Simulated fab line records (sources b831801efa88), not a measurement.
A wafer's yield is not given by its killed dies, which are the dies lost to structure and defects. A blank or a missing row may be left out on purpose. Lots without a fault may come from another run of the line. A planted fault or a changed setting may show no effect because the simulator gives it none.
The tool behind it: which one? || flow sfq-line || 42 wafers from 14 lots sampled at 6 of the route's 325 steps

WHAT THE GAUGES SHOWED, per wafer
SFQ_M3_OVL_MEAS_921.
{"lot": "L954", "measured": "day 46 14:49", "on": "overlay-01", "M3_OVL (nm)": "-4 -8 -4"}
{"lot": "L956", "measured": "day 47 15:04", "on": "overlay-02", "M3_OVL (nm)": "-2 4 -2"}
{"lot": "L957", "measured": "day 48 15:43", "on": "overlay-02", "M3_OVL (nm)": "-1 -7 1"}
{"lot": "L958", "measured": "day 49 00:06", "on": "overlay-01", "M3_OVL (nm)": "11 12 11"}
{"lot": "L959", "measured": "day 49 09:42", "on": "overlay-01", "M3_OVL (nm)": "4 0 5"}
{"lot": "L960", "measured": "day 50 06:14", "on": "overlay-01", "M3_OVL (nm)": "3 7 2"}
{"lot": "L961", "measured": "day 50 17:10", "on": "overlay-01", "M3_OVL (nm)": "0 -5 1"}
{"lot": "L962", "measured": "day 50 23:09", "on": "overlay-01", "M3_OVL (nm)": "-3 -5 -6"}
{"lot": "L963", "measured": "day 51 05:10", "on": "overlay-01", "M3_OVL (nm)": "-2 1 6"}
{"lot": "L964", "measured": "day 51 17:10", "on": "overlay-02", "M3_OVL (nm)": "1 -7 3"}
{"lot": "L966", "measured": "day 52 07:34", "on": "overlay-01", "M3_OVL (nm)": "3 -2 4"}
{"lot": "L968", "measured": "day 53 12:36", "on": "overlay-01", "M3_OVL (nm)": "7 2 -4"}
{"lot": "L969", "measured": "day 54 01:37", "on": "overlay-01", "M3_OVL (nm)": "21 14 14"}
{"lot": "L970", "measured": "day 54 05:13", "on": "overlay-01", "M3_OVL (nm)": "3 1 0"}

SFQ_I4_BOW_MEAS_927.
{"lot": "L954", "measured": "day 54 08:24", "on": "film-metro-03", "I4_BOW (um)": "5 2 8"}
{"lot": "L956", "measured": "day 54 18:17", "on": "film-metro-03", "I4_BOW (um)": "7 -6 -5"}
{"lot": "L957", "measured": "day 55 07:14", "on": "film-metro-03", "I4_BOW (um)": "2 2 0"}
{"lot": "L958", "measured": "day 55 16:35", "on": "film-metro-03", "I4_BOW (um)": "7 4 11"}
{"lot": "L959", "measured": "day 55 19:35", "on": "film-metro-04", "I4_BOW (um)": "-10 5 -4"}
{"lot": "L960", "measured": "day 57 04:34", "on": "film-metro-03", "I4_BOW (um)": "15 7 7"}
{"lot": "L961", "measured": "day 57 09:29", "on": "film-metro-04", "I4_BOW (um)": "12 19 16"}
{"lot": "L962", "measured": "day 57 14:14", "on": "film-metro-04", "I4_BOW (um)": "16 6 -5"}
{"lot": "L963", "measured": "day 57 22:16", "on": "film-metro-03", "I4_BOW (um)": "1 3 -2"}
{"lot": "L964", "measured": "day 58 08:16", "on": "film-metro-02", "I4_BOW (um)": "-7 5 -5"}
{"lot": "L966", "measured": "day 59 03:29", "on": "film-metro-03", "I4_BOW (um)": "3 -12 2"}
{"lot": "L968", "measured": "day 61 23:58", "on": "film-metro-03", "I4_BOW (um)": "18 14 11"}
{"lot": "L969", "measured": "day 62 01:47", "on": "film-metro-04", "I4_BOW (um)": "9 13 2"}
{"lot": "L970", "measured": "day 62 02:59", "on": "film-metro-02", "I4_BOW (um)": "-2 2 0"}

SFQ_I4_OVL_MEAS_928.
{"lot": "L954", "measured": "day 60 10:22", "on": "overlay-02", "I4_OVL (nm)": "7 5 4"}
{"lot": "L956", "measured": "day 60 21:11", "on": "overlay-01", "I4_OVL (nm)": "-6 -4 0"}
{"lot": "L957", "measured": "day 61 09:17", "on": "overlay-02", "I4_OVL (nm)": "2 0 4"}
{"lot": "L958", "measured": "day 61 17:10", "on": "overlay-02", "I4_OVL (nm)": "6 3 3"}
{"lot": "L959", "measured": "day 61 20:46", "on": "overlay-02", "I4_OVL (nm)": "-1 0 0"}
{"lot": "L960", "measured": "day 63 06:09", "on": "overlay-02", "I4_OVL (nm)": "4 2 3"}
{"lot": "L961", "measured": "day 63 08:33", "on": "overlay-02", "I4_OVL (nm)": "-4 3 -1"}
{"lot": "L962", "measured": "day 63 12:08", "on": "overlay-02", "I4_OVL (nm)": "1 6 2"}
{"lot": "L963", "measured": "day 63 18:09", "on": "overlay-02", "I4_OVL (nm)": "7 9 9"}
{"lot": "L964", "measured": "day 64 01:21", "on": "overlay-02", "I4_OVL (nm)": "12 -1 3"}
{"lot": "L966", "measured": "day 64 09:45", "on": "overlay-01", "I4_OVL (nm)": "-1 7 0"}
{"lot": "L968", "measured": "day 66 16:11", "on": "overlay-02", "I4_OVL (nm)": "-7 -1 -4"}
{"lot": "L969", "measured": "day 66 17:23", "on": "overlay-02", "I4_OVL (nm)": "5 10 3"}
{"lot": "L970", "measured": "day 66 18:35", "on": "overlay-02", "I4_OVL (nm)": "5 0 0"}

WHAT TOOL EACH LOT RAN ON (gives the tool, then ch and the chambers of the sampled wafers, and finally the start)
{"lot": "L954", "SFQ_TRILAYER_I1_CMP_CMP_046": "cmp-01 ch 1,2, day 27 00:14", "SFQ_TRILAYER_I1_METRO_MEASURE_047": "film-metro-01, day 27 03:22", "SFQ_TRILAYER_I1_VIA_ETCH_VIA_ETCH_052": "rie-diel-02 ch 0,2, day 33 13:35"}
{"lot": "L956", "SFQ_TRILAYER_I1_CMP_CMP_046": "cmp-02 ch 0,2,3, day 27 18:53", "SFQ_TRILAYER_I1_METRO_MEASURE_047": "film-metro-04, day 27 22:12", "SFQ_TRILAYER_I1_VIA_ETCH_VIA_ETCH_052": "rie-diel-01 ch 2,3, day 34 10:21"}
{"lot": "L957", "SFQ_TRILAYER_I1_CMP_CMP_046": "cmp-01 ch 0,2, day 28 12:05", "SFQ_TRILAYER_I1_METRO_MEASURE_047": "film-metro-01, day 28 15:37", "SFQ_TRILAYER_I1_VIA_ETCH_VIA_ETCH_052": "rie-diel-01 ch 1,2, day 35 03:09"}
{"lot": "L958", "SFQ_TRILAYER_I1_CMP_CMP_046": "cmp-01 ch 1,2,3, day 29 03:13", "SFQ_TRILAYER_I1_METRO_MEASURE_047": "film-metro-04, day 29 05:20", "SFQ_TRILAYER_I1_VIA_ETCH_VIA_ETCH_052": "rie-diel-02 ch 1,2, day 35 19:57"}
{"lot": "L959", "SFQ_TRILAYER_I1_CMP_CMP_046": "cmp-02 ch 0,3, day 29 08:48", "SFQ_TRILAYER_I1_METRO_MEASURE_047": "film-metro-01, day 29 11:55", "SFQ_TRILAYER_I1_VIA_ETCH_VIA_ETCH_052": "rie-diel-03 ch 1,3, day 36 04:17"}
{"lot": "L960", "SFQ_TRILAYER_I1_CMP_CMP_046": "cmp-02 ch 0,2,3, day 30 06:48", "SFQ_TRILAYER_I1_METRO_MEASURE_047": "film-metro-01, day 30 09:19", "SFQ_TRILAYER_I1_VIA_ETCH_VIA_ETCH_052": "rie-diel-01 ch 1,3, day 36 23:29"}
{"lot": "L961", "SFQ_TRILAYER_I1_CMP_CMP_046": "cmp-01 ch 0,2,3, day 30 14:12", "SFQ_TRILAYER_I1_METRO_MEASURE_047": "film-metro-04, day 30 17:43", "SFQ_TRILAYER_I1_VIA_ETCH_VIA_ETCH_052": "rie-diel-02 ch 0,3, day 37 09:05"}
{"lot": "L962", "SFQ_TRILAYER_I1_CMP_CMP_046": "cmp-01 ch 0,1,3, day 31 02:01", "SFQ_TRILAYER_I1_METRO_MEASURE_047": "film-metro-03, day 31 05:08", "SFQ_TRILAYER_I1_VIA_ETCH_VIA_ETCH_052": "rie-diel-03 ch 0,2,3, day 37 17:29"}
{"lot": "L963", "SFQ_TRILAYER_I1_CMP_CMP_046": "cmp-01 ch 1,2, day 31 08:28", "SFQ_TRILAYER_I1_METRO_MEASURE_047": "film-metro-03, day 31 11:29", "SFQ_TRILAYER_I1_VIA_ETCH_VIA_ETCH_052": "rie-diel-03 ch 0,1,3, day 38 00:41"}
{"lot": "L964", "SFQ_TRILAYER_I1_CMP_CMP_046": "cmp-01 ch 0,3, day 31 17:13", "SFQ_TRILAYER_I1_METRO_MEASURE_047": "film-metro-04, day 31 20:44", "SFQ_TRILAYER_I1_VIA_ETCH_VIA_ETCH_052": "rie-diel-03 ch 2,3, day 38 10:25"}
{"lot": "L966", "SFQ_TRILAYER_I1_CMP_CMP_046": "cmp-01 ch 1,2, day 32 14:05", "SFQ_TRILAYER_I1_METRO_MEASURE_047": "film-metro-04, day 32 17:37", "SFQ_TRILAYER_I1_VIA_ETCH_VIA_ETCH_052": "rie-diel-01 ch 0,3, day 39 04:25"}
{"lot": "L968", "SFQ_TRILAYER_I1_CMP_CMP_046": "cmp-01 ch 0,2,3, day 34 00:59", "SFQ_TRILAYER_I1_METRO_MEASURE_047": "film-metro-03, day 34 04:19", "SFQ_TRILAYER_I1_VIA_ETCH_VIA_ETCH_052": "rie-diel-02 ch 0,1,3, day 40 08:01"}
{"lot": "L969", "SFQ_TRILAYER_I1_CMP_CMP_046": "cmp-02 ch 0,1, day 34 14:29", "SFQ_TRILAYER_I1_METRO_MEASURE_047": "film-metro-04, day 34 17:30", "SFQ_TRILAYER_I1_VIA_ETCH_VIA_ETCH_052": "rie-diel-02 ch 0,3, day 41 00:03"}
{"lot": "L970", "SFQ_TRILAYER_I1_CMP_CMP_046": "cmp-01 ch 0,1,3, day 34 18:59", "SFQ_TRILAYER_I1_METRO_MEASURE_047": "film-metro-01, day 34 22:31", "SFQ_TRILAYER_I1_VIA_ETCH_VIA_ETCH_052": "rie-diel-01 ch 0,3, day 41 07:15"}
- SFQ_TRILAYER_I1_CMP_CMP_046: polishes SiO2.
- SFQ_TRILAYER_I1_METRO_MEASURE_047
- SFQ_TRILAYER_I1_VIA_ETCH_VIA_ETCH_052: etches SiO2 in CHF3, stops on Nb, target depth 260 nm.

AS READ BY THE TOOLS THEMSELVES (means over the sampled wafers that have a number; for cases with no such wafer, the mark the record gives instead)
SFQ_TRILAYER_I1_CMP_CMP_046.
{"lot": "L954", "tool": "cmp-01", "edge-zone-pressure-frac": 0.999, "motor-current-A (A)": 11.4, "time-to-endpoint-s (s)": 225}
{"lot": "L956", "tool": "cmp-02", "edge-zone-pressure-frac": 1.001, "motor-current-A (A)": 10.5, "time-to-endpoint-s (s)": 206}
{"lot": "L957", "tool": "cmp-01", "edge-zone-pressure-frac": 0.999, "motor-current-A (A)": 11.5, "time-to-endpoint-s (s)": 221}
{"lot": "L958", "tool": "cmp-01", "edge-zone-pressure-frac": 0.999, "motor-current-A (A)": 10.5, "time-to-endpoint-s (s)": 229}
{"lot": "L959", "tool": "cmp-02", "edge-zone-pressure-frac": 0.996, "motor-current-A (A)": 10.2, "time-to-endpoint-s (s)": 213}
{"lot": "L960", "tool": "cmp-02", "edge-zone-pressure-frac": 0.998, "motor-current-A (A)": 10.3, "time-to-endpoint-s (s)": 218}
{"lot": "L961", "tool": "cmp-01", "edge-zone-pressure-frac": 1.001, "motor-current-A (A)": 10.8, "time-to-endpoint-s (s)": 220}
{"lot": "L962", "tool": "cmp-01", "edge-zone-pressure-frac": 0.996, "motor-current-A (A)": 10.0, "time-to-endpoint-s (s)": 217}
{"lot": "L963", "tool": "cmp-01", "edge-zone-pressure-frac": 1.005, "motor-current-A (A)": 11.3, "time-to-endpoint-s (s)": 220}
{"lot": "L964", "tool": "cmp-01", "edge-zone-pressure-frac": 0.996, "motor-current-A (A)": 9.7, "time-to-endpoint-s (s)": 219}
{"lot": "L966", "tool": "cmp-01", "edge-zone-pressure-frac": 0.997, "motor-current-A (A)": 11.0, "time-to-endpoint-s (s)": 228}
{"lot": "L968", "tool": "cmp-01", "edge-zone-pressure-frac": 1.000, "motor-current-A (A)": 10.8, "time-to-endpoint-s (s)": 227}
{"lot": "L969", "tool": "cmp-02", "edge-zone-pressure-frac": 1.001, "motor-current-A (A)": 9.9, "time-to-endpoint-s (s)": 213}
{"lot": "L970", "tool": "cmp-01", "edge-zone-pressure-frac": 0.997, "motor-current-A (A)": 9.9, "time-to-endpoint-s (s)": 239}

SFQ_TRILAYER_I1_METRO_MEASURE_047.
{"lot": "L954", "tool": "film-metro-01", "thk-nm (nm)": 201.4}
{"lot": "L956", "tool": "film-metro-04", "thk-nm (nm)": 200.5}
{"lot": "L957", "tool": "film-metro-01", "thk-nm (nm)": 199.6}
{"lot": "L958", "tool": "film-metro-04", "thk-nm (nm)": 199.8}
{"lot": "L959", "tool": "film-metro-01", "thk-nm (nm)": 200.6}
{"lot": "L960", "tool": "film-metro-01", "thk-nm (nm)": 200.7}
{"lot": "L961", "tool": "film-metro-04", "thk-nm (nm)": 200.3}
{"lot": "L962", "tool": "film-metro-03", "thk-nm (nm)": 200.3}
{"lot": "L963", "tool": "film-metro-03", "thk-nm (nm)": 198.8}
{"lot": "L964", "tool": "film-metro-04", "thk-nm (nm)": 199.8}
{"lot": "L966", "tool": "film-metro-04", "thk-nm (nm)": 200.6}
{"lot": "L968", "tool": "film-metro-03", "thk-nm (nm)": 182.3}
{"lot": "L969", "tool": "film-metro-04", "thk-nm (nm)": 200.3}
{"lot": "L970", "tool": "film-metro-01", "thk-nm (nm)": 184.2}

SFQ_TRILAYER_I1_VIA_ETCH_VIA_ETCH_052.
{"lot": "L954", "tool": "rie-diel-02", "drypump-motor-current-A (A)": 5.8, "oes-product-au (a.u.)": 0.854}
{"lot": "L956", "tool": "rie-diel-01", "drypump-motor-current-A (A)": 5.7, "oes-product-au (a.u.)": 0.855}
{"lot": "L957", "tool": "rie-diel-01", "drypump-motor-current-A (A)": 5.8, "oes-product-au (a.u.)": 0.855}
{"lot": "L958", "tool": "rie-diel-02", "drypump-motor-current-A (A)": 6.1, "oes-product-au (a.u.)": 0.854}
{"lot": "L959", "tool": "rie-diel-03", "drypump-motor-current-A (A)": 5.8, "oes-product-au (a.u.)": 0.858}
{"lot": "L960", "tool": "rie-diel-01", "drypump-motor-current-A (A)": 6.1, "oes-product-au (a.u.)": 0.852}
{"lot": "L961", "tool": "rie-diel-02", "drypump-motor-current-A (A)": 5.8, "oes-product-au (a.u.)": 0.856}
{"lot": "L962", "tool": "rie-diel-03", "drypump-motor-current-A (A)": 5.6, "oes-product-au (a.u.)": 0.860}
{"lot": "L963", "tool": "rie-diel-03", "drypump-motor-current-A (A)": 5.6, "oes-product-au (a.u.)": 0.853}
{"lot": "L964", "tool": "rie-diel-03", "drypump-motor-current-A (A)": 5.9, "oes-product-au (a.u.)": 0.856}
{"lot": "L966", "tool": "rie-diel-01", "drypump-motor-current-A (A)": 6.0, "oes-product-au (a.u.)": 0.855}
{"lot": "L968", "tool": "rie-diel-02", "drypump-motor-current-A (A)": 6.0, "oes-product-au (a.u.)": 0.813}
{"lot": "L969", "tool": "rie-diel-02", "drypump-motor-current-A (A)": 5.5, "oes-product-au (a.u.)": 0.853}
{"lot": "L970", "tool": "rie-diel-01", "drypump-motor-current-A (A)": 6.0, "oes-product-au (a.u.)": 0.812}

THE ANSWER, worked out from the rows above alone
Rule: what is usual is taken from the lots themselves. Put in order of their means at a reading, lots are off if they are a third of the lots or fewer, leave a main group of 4 or more, and stand apart from it by a gap of 3 or more times the standard deviation of the main group's means; of several such gaps the widest counts. If all means in a main group match to the digits the tables above print for the reading, that group is not used. Also off: a lot with no number at a reading for which 4 or more lots have one. All remaining lots with rows at the step are treated as sound. The gauges are gone through in route order, then the tools' own readings, and for those a lot's mean is taken as printed above. The first step at which some lot is off is used, and at that step the reading that is off furthest; a lot without a number counts as furthest.
Off: L968, L970 (SFQ_TRILAYER_I1_METRO_MEASURE_047, thk-nm). Mean 200.2 nm and standard deviation 0.63 in the main group.
A tool fits if, at that step or a process step before it, it ran every lot that is off, and no sound lot after the first of them. One fits: cmp-01 at SFQ_TRILAYER_I1_CMP_CMP_046. A fault onset in the window from L966 (day 32 14:05, its last sound lot) to L968 (day 34 00:59, its first lot off) fits.

WHAT HAD BEEN PUT IN BY THE SIMULATOR
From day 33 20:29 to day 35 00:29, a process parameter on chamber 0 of cmp-01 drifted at SFQ_TRILAYER_I1_CMP_CMP_046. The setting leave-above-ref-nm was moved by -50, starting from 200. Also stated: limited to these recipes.
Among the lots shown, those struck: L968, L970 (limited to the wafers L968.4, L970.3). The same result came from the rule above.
